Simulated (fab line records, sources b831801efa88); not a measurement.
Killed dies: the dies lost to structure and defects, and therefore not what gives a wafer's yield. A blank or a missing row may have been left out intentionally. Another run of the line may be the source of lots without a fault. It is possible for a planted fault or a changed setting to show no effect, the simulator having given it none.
What tool caused it?	flow sky130	12 lots with 36 wafers sampled at 4 steps, on a route of 708 steps

== WHAT THE GAUGES READ, wafer by wafer ==
SKY_SD_N_RS_MEAS_16: measures by four-point-probe.
lot	measured	on	SD_N_RS (ohm/sq)
L762	day 27 16:20	filmMetro-02	68.48 68.41 68.47
L763	day 27 20:40	filmMetro-03	68.49 68.40 68.58
L765	day 29 01:03	filmMetro-04	68.66 68.68 68.74
L766	day 29 06:20	filmMetro-04	68.77 68.64 68.75
L767	day 29 12:09	filmMetro-02	68.55 68.50 68.39
L769	day 30 08:11	filmMetro-04	68.49 68.67 68.65
L776	day 32 17:55	filmMetro-04	66.85 66.81 66.86
L777	day 33 01:43	filmMetro-02	66.99 66.87 66.92
L778	day 33 03:55	filmMetro-02	68.33 68.44 68.54
L779	day 33 12:35	filmMetro-02	67.02 66.99 66.94
L780	day 34 05:01	filmMetro-03	68.44 68.45 68.45
L782	day 34 14:52	filmMetro-04	68.53 68.64 68.56

SKY_SD_N_RS_MEAS_17: measures by four-point-probe.
lot	measured	on	SD_P_RS (ohm/sq)
L762	day 27 16:27	filmMetro-02	146.7 146.4 146.4
L763	day 27 20:47	filmMetro-03	147.2 146.8 147.0
L765	day 29 01:10	filmMetro-04	147.2 147.3 147.2
L766	day 29 06:27	filmMetro-04	147.2 147.3 147.7
L767	day 29 12:16	filmMetro-02	146.8 147.0 146.7
L769	day 30 08:18	filmMetro-04	146.8 146.8 146.8
L776	day 32 18:02	filmMetro-04	138.5 138.2 138.6
L777	day 33 01:50	filmMetro-02	139.6 139.4 139.6
L778	day 33 04:02	filmMetro-02	147.1 147.1 147.1
L779	day 33 12:43	filmMetro-02	139.1 139.0 139.1
L780	day 34 05:08	filmMetro-03	146.8 147.2 147.0
L782	day 34 14:59	filmMetro-04	147.3 147.6 147.1

SKY_LI_CONTACT_OVL_MEAS_13.
lot	measured	on	LI_CONTACT_OVL (nm)
L762	day 28 21:38	overlay-02	-15 -16 -6
L763	day 29 01:43	overlay-02	-6 2 -6
L765	day 30 05:52	overlay-02	-4 -13 -9
L766	day 30 10:46	overlay-01	7 0 8
L767	day 30 16:25	overlay-02	-1 -3 -7
L769	day 31 12:32	overlay-01	-7 -4 -4
L776	day 33 21:37	overlay-02	3 -1 4
L777	day 34 04:59	overlay-01	-14 -3 -7
L778	day 34 06:32	overlay-02	-5 -6 -9
L779	day 34 17:02	overlay-02	-4 -11 -2
L780	day 35 08:17	overlay-02	-7 0 -3
L782	day 35 18:13	overlay-02	1 -6 -8

== WHAT TOOL EACH LOT RAN ON (gives the tool, then ch and the chambers of the sampled wafers, and finally the start) ==
lot	SKY_SD_N_RTA_14
L762	rtpAnneal-02 ch 0, day 27 16:10
L763	rtpAnneal-01 ch 0, day 27 20:28
L765	rtpAnneal-01 ch 0, day 29 00:52
L766	rtpAnneal-02 ch 0, day 29 06:10
L767	rtpAnneal-01 ch 0, day 29 11:58
L769	rtpAnneal-01 ch 0, day 30 07:59
L776	rtpAnneal-01 ch 0, day 32 17:43
L777	rtpAnneal-01 ch 0, day 33 01:32
L778	rtpAnneal-02 ch 0, day 33 03:43
L779	rtpAnneal-01 ch 0, day 33 12:23
L780	rtpAnneal-02 ch 0, day 34 04:49
L782	rtpAnneal-02 ch 0, day 34 14:41
- SKY_SD_N_RTA_14: time 2 s.

== AS READ BY THE TOOLS THEMSELVES (means over the sampled wafers that have a number; for cases with no such wafer, the mark the record gives instead) ==
SKY_SD_N_RTA_14.
lot	tool	lampPowerPct (%)	wafer_temp_C_max
L762	rtpAnneal-02	15.76	1077.7
L763	rtpAnneal-01	15.74	1076.6
L765	rtpAnneal-01	15.70	1077.7
L766	rtpAnneal-02	15.71	1079.4
L767	rtpAnneal-01	15.78	1078.2
L769	rtpAnneal-01	15.74	1078.1
L776	rtpAnneal-01	15.83	1086.9
L777	rtpAnneal-01	15.77	1087.5
L778	rtpAnneal-02	15.70	1078.1
L779	rtpAnneal-01	15.81	1085.7
L780	rtpAnneal-02	15.76	1077.0
L782	rtpAnneal-02	15.72	1078.9

== THE ANSWER, worked out from the rows above alone ==
Rule: the usual values come from the lots themselves. Put in order of their means at a reading, lots are off if they are a third of the lots or fewer, leave a main group of 4 or more, and stand apart from it by a gap of 3 or more times the standard deviation of the main group's means; of several such gaps the widest counts. A main group is skipped when, at the precision printed for the reading in the tables above, its means are all equal. A lot without any number at a reading at which 4 lots or more have one is off too. The other lots that the step has rows for count as sound. Order of review: gauges by route order, followed by the tools' own readings, for which a lot's mean as printed above is used. At the first step where some lot is off, the reading lying furthest off is the one used; lots without a number count as furthest.
Off: L776, L777, L779, seen at SKY_SD_N_RS_MEAS_16 (SD_N_RS). Mean 68.54 ohm/sq and standard deviation 0.1 in the main group.
If a tool, at a process step before that reading, ran all the lots that are off and no sound lot after the first of them, it fits. Not tried: the gauges at SKY_SD_N_RS_MEAS_16; whatever is off there is also off at SKY_SD_N_RTA_14, on other tools, and gauge error can't account for it. One candidate fits, namely rtpAnneal-01 at SKY_SD_N_RTA_14. A fault onset in the window from L769 (day 30 07:59, its last sound lot) to L776 (day 32 17:43, its first lot off) fits.
The tool's own readings at SKY_SD_N_RTA_14 bear it out: on the lots that are off they differ by more than 5 times the standard deviation of the sound lots' means. wafer_temp_C_max reads 1086.7 there against 1078.0 on the sound lots.

== WHAT THE SIMULATOR HAD PUT IN ==
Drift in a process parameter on rtpAnneal-01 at SKY_SD_N_RTA_14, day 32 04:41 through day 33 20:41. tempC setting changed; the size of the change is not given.
Lots struck among those shown: L776, L777, L779. The rule above found the same.
